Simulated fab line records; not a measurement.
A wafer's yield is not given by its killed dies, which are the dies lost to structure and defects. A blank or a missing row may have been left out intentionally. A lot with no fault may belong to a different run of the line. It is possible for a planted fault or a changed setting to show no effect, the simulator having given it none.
Which tool is to blame? + flow sfq line + Sampling: 7 lots, 21 wafers, 2 of 325 route steps

## WHAT THE GAUGES SHOWED, per wafer
SFQ_I0_BOW_MEAS_907.
| lot  | measured     | on            | I0_BOW (um)      |
|------|--------------|---------------|------------------|
| L589 | day 11 13:16 | film metro-03 | -11 -9 -7        |
| L593 | day 11 22:13 | film metro-01 | 3 5 -4           |
| L598 | day 12 16:32 | film metro-04 | 15 1 10          |
| L601 | day 13 05:28 | film metro-03 | -3 -10 -12 - - - |
| L604 | day 13 21:47 | film metro-01 | -7 -8 -11 - - -  |
| L608 | day 20 22:06 | film metro-04 | -1 -1 4          |
| L610 | day 22 01:15 | film metro-03 | -5 -7 -8         |

## TOOL THAT RAN EACH LOT (tool first, then ch and the chambers of the sampled wafers, then the start)
| lot  | SFQ_TRILAYER_I0_CMP_CMP_028   |
|------|-------------------------------|
| L589 | cmp-01 ch 1,3, day 11 10:13   |
| L593 | cmp-01 ch 0,1,2, day 11 19:13 |
| L598 | cmp-01 ch 1,2,3, day 12 13:30 |
| L601 | cmp-01 ch 0,1,2, day 13 02:28 |
| L604 | cmp-01 ch 1,2,3, day 13 19:17 |
| L608 | cmp-01 ch 0,1,3, day 20 20:05 |
| L610 | cmp-02 ch 0,1, day 21 22:43   |
- SFQ_TRILAYER_I0_CMP_CMP_028: polishes SiO2.

## THE ANSWER, worked out from the rows above alone
Rule: what is usual is taken from the lots themselves. Put in order of their means at a reading, lots are off if they are a third of the lots or fewer, leave a main group of 4 or more, and stand apart from it by a gap of 3 or more times the standard deviation of the main group's means; of several such gaps the widest counts. If all means in a main group match to the digits the tables above print for the reading, that group is not used. A lot without any number at a reading at which 4 lots or more have one is off too. All remaining lots with rows at the step are treated as sound.
None of the lots is off at any reading shown; this tells nothing.

## WHAT THE SIMULATOR HAD INSERTED
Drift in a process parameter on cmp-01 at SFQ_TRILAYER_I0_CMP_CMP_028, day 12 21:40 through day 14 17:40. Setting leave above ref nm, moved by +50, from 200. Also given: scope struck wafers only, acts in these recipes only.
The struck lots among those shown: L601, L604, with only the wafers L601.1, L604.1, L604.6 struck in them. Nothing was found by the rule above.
